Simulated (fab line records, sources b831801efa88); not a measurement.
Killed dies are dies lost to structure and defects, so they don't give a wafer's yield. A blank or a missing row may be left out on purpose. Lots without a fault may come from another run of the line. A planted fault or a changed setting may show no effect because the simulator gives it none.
Which tool did it? | flow gf180mcu | 6 lots, 18 wafers sampled, at 5 steps of a route of 602

WHAT THE GAUGES READ, wafer by wafer
GF_V5_THK_MEAS_03.
lot  | measured     | on            | V5_CVD_02_THK (nm)
L464 | day 26 20:25 | film_metro-01 | 1429 1468 1464
L466 | day 27 13:38 | film_metro-04 | 1426 1446 1475
L470 | day 28 13:18 | film_metro-04 | 1423 1446 1428
L474 | day 29 14:37 | film_metro-01 | 1459 1472 1489
L479 | day 31 03:13 | film_metro-03 | 498 1431 517
L480 | day 31 14:23 | film_metro-04 | 1425 1480 1475

WHICH TOOL RAN EACH LOT (tool, then ch and the chambers of the sampled wafers, then the start)
lot  | GF_V4_ETCH_17                                 | GF_V4_CVD_23                  | GF_MIM_SPUTTER_02            | GF_V5_CVD_02
L464 | rie_diel-01 ch 2,3, day 25 00:26 or earlier   | cvd_w-02 ch 0,1, day 25 00:26 | pvd_sputter-01, day 25 01:10 | pecvd-03 ch 0,2, day 26 20:19
L466 | rie_diel-02 ch 1,2,3, day 25 17:25 or earlier | cvd_w-01 ch 0,1, day 25 17:25 | pvd_sputter-02, day 25 18:08 | pecvd-03 ch 0,1, day 27 13:31
L470 | rie_diel-03 ch 1,2, day 26 19:02 or earlier   | cvd_w-02 ch 0,1, day 26 19:02 | pvd_sputter-02, day 26 19:45 | pecvd-04 ch 0,1, day 28 13:11
L474 | rie_diel-03 ch 1,2, day 27 21:42 or earlier   | cvd_w-02 ch 0,1, day 27 21:42 | pvd_sputter-02, day 27 22:25 | pecvd-03 ch 0,2, day 29 14:29
L479 | rie_diel-01 ch 0,1,2, day 29 12:23 or earlier | cvd_w-01 ch 0,1, day 29 12:23 | pvd_sputter-02, day 29 13:07 | pecvd-03 ch 0,1, day 31 03:06
L480 | rie_diel-03 ch 0,1,3, day 29 23:43 or earlier | cvd_w-01 ch 0,1, day 29 23:43 | pvd_sputter-01, day 30 00:26 | pecvd-04 ch 0,1,2, day 31 14:17
- GF_V4_ETCH_17: etches SiO2 in C4F8/O2/Ar, stops on TiN, target depth 630 nm.
- GF_V4_CVD_23: deposits W, target thk 350 nm, time 104.9 s.
- GF_MIM_SPUTTER_02: material AlCu, target thk 450 nm, time 23.9 s.
- GF_V5_CVD_02: deposits SiO2 from TEOS, target thk 1450 nm, time 163.28 s.

THE ANSWER, worked out from the rows above alone
Rule: what is usual is taken from the lots themselves. Put in order of their means at a reading, lots are off if they are a third of the lots or fewer, leave a main group of 4 or more, and stand apart from it by a gap of 3 or more times the standard deviation of the main group's means; of several such gaps the widest counts. A main group whose means are all the same, to the digits that the tables above print for the reading, isn't used. A lot without any number at a reading at which 4 lots or more have one is off too. The other lots that the step has rows for count as sound.
Off: L479, at GF_V5_THK_MEAS_03 (V5_CVD_02_THK). The main group: mean 1454 nm, standard deviation 13.
A tool fits if, at a process step before that reading, it ran every lot that is off, and no sound lot after the first of them. The gauges at GF_V5_THK_MEAS_03 are tried like those tools. GF_V4_ETCH_17 gives no start for some lots, so the hours and the order of its lots are those of GF_V4_CVD_23. Can't be told from this: 4 tools fit, rie_diel-01 at GF_V4_ETCH_17, pvd_sputter-02 at GF_MIM_SPUTTER_02, pecvd-03 at GF_V5_CVD_02, film_metro-03 at GF_V5_THK_MEAS_03.

WHAT THE SIMULATOR HAD PUT IN
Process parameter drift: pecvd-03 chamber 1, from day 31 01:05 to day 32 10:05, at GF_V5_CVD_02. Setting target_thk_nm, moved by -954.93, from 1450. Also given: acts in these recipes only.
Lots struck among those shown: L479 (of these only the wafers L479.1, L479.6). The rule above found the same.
